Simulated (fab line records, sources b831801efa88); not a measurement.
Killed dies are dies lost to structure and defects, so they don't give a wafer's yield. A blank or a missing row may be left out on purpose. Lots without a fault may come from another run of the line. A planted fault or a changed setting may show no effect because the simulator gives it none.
Problem report in the 8D (eight disciplines) form, filled by code | flow sky130 | the parts of the form that need people (team, actions taken, sign-off) are left out

1. THE PROBLEM
killed_at_front_end at SKY_PAD_OPEN_PROBE_99 reads a mean of 56 on 1 wafer of 1 lot; wafers without a fault read 15 with a standard deviation of 4.6. That is +8.9 standard deviations from the usual mean.
First seen on wafer L581.2, day 48 14:10, on prober-02. The record holds 3 wafers of 1 lot with a number at this step. Rule for "out", or "out of limits": more than 4 standard deviations from the usual mean. The other wafers with a number count as sound.

2. WHAT IT IS AND WHAT IT IS NOT
question                    | is                               | is not
which readings at this step | killed_at_front_end, killed_dies | killed_at_M0_to_M3, killed_at_contacts, killed_at_other, killed_open, killed_short
which lots                  | L581                             | -
which wafers of those lots  | L581.2                           | L581.4, L581.5
read on which tools         | prober-02                        | -
when                        | from day 48 14:10                | up to then (0 sound wafers); but 2 sound wafers of L581 came after

3. SUSPECTS, AND WHAT RULES EACH OUT
Counting: a tool at a process step up to the reading stays a suspect if it ran every lot that is out. Sound lots after the first of them don't rule it out here, since some wafers of a struck lot are sound.
- rie_diel-01 at SKY_POLY_GATE_ETCH_15 (etches BARC in N2/H2, stops on SiO2, time 118.5 s, target depth 110 nm): kept. It ran the lot that is out, L581 (day 20 15:46).
- plasma_asher-03 at SKY_PASSIVATION_STRIP_12 (strips in O2/N2): kept. It ran the lot that is out, L581 (day 47 16:55).
- prober-02 at SKY_PAD_OPEN_PROBE_99: kept. It ran the lot that is out, L581 (day 48 14:10). Its own readings are out on those wafers: killed_at_front_end, killed_dies.
- Within rie_diel-01 at SKY_POLY_GATE_ETCH_15: the wafers that are out ran in chamber 0; their sound lot-mates ran in chamber 1.
- Within plasma_asher-03 at SKY_PASSIVATION_STRIP_12: the wafers that are out ran in chamber 1; their sound lot-mates ran in chamber 0.
Left after counting: rie_diel-01 at SKY_POLY_GATE_ETCH_15, plasma_asher-03 at SKY_PASSIVATION_STRIP_12, prober-02 at SKY_PAD_OPEN_PROBE_99.

4. THE CAUSE (what the simulator had put in)
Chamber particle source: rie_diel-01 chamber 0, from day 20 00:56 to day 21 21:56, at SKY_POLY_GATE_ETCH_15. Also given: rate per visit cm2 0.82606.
Counting left 3 suspects, and this tool is among them.

5. THE CHAIN OF EFFECTS, in route order
Each row: a reading whose mean over the struck wafers that have a number lies more than 3 standard deviations from the usual. Only readings for which the record gives a usual standard deviation are gone through. hours: the time from each lot's start at the first step in this table that gives one to its start at this step, as a median over the lots. sigmas: the change in usual standard deviations.
hours | step                  | reading             | usual | on struck wafers | change | sigmas
0     | SKY_PAD_OPEN_PROBE_99 | killed_at_front_end | 15    | 56               | +41    | +8.9
0     | SKY_PAD_OPEN_PROBE_99 | killed_dies         | 85    | 136              | +51    | +5.2
The process steps in it:
- SKY_PAD_OPEN_PROBE_99

6. WHAT WOULD HAVE CAUGHT IT SOONER
In this record the first reading out of limits was taken at day 48 14:10, 685 hours after the fault began at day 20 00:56.
Of the tool readings at SKY_POLY_GATE_ETCH_15 for which the record gives a usual standard deviation, none was out on any struck wafer, so an alarm limit of 4 standard deviations on them would not have fired.
All the lots that are out (1) had begun SKY_POLY_GATE_ETCH_15 on rie_diel-01 by day 48 14:10. A hold on the tool at that time would have spared none of them.
